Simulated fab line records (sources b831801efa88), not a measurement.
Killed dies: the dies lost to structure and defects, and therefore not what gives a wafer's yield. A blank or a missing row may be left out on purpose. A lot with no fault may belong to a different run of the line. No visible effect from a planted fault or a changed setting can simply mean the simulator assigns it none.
2 desks, one fault | flow gf180mcu | every desk sees just its own numbers, and what lay behind them comes last

FOR THE TOOL OWNER'S DESK: pvd sputter-01
The tool's own readings at GF_CONTACT_SPUTTER_22 (material Ti, target thk 15 nm, time 80.02 s): means of the sampled wafers that have a number, for each lot that ran on this tool. If a lot's mean is further than 4 standard deviations from the usual mean, the lot is out of limits and carries the mark OUT (the distance appears in the brackets).
Columns: A = throttle valve pct at GF_CONTACT_SPUTTER_22, usual 30.4 %
lot  | first seen here | A
L354 | day 17 00:52    | 29.8
L363 | day 20 18:59    | 30.2
Finding of this desk: none of the 2 lots has anything out of limits.

METROLOGY DESK
Lot by lot, what the gauges showed, no matter which tool ran the lot: averages of those sampled wafers that carry a number. If a lot's mean is further than 4 standard deviations from the usual mean, the lot is out of limits and carries the mark OUT (the distance appears in the brackets).
Columns: A = cd nm at GF_CONTACT_CD_MEAS_14, usual 220.2 nm; B = CONTACT_OVL at GF_CONTACT_OVL_MEAS_15, usual 0 nm
lot  | first seen here | A     | B
L353 | day 16 12:42    | 219.2 | -8
L354 | day 17 00:17    | 220.6 | 2
L363 | day 20 18:23    | 219.5 | 8
L368 | day 22 09:32    | 222.0 | 9
L374 | day 24 11:11    | 222.6 | -4
Finding of this desk: none of the 5 lots has anything out of limits.

TAKEN TOGETHER
The desk of the tool owner found nothing out of limits.
Nothing out of limits was seen by the metrology desk.

WHAT WAS PUT IN BY THE SIMULATOR
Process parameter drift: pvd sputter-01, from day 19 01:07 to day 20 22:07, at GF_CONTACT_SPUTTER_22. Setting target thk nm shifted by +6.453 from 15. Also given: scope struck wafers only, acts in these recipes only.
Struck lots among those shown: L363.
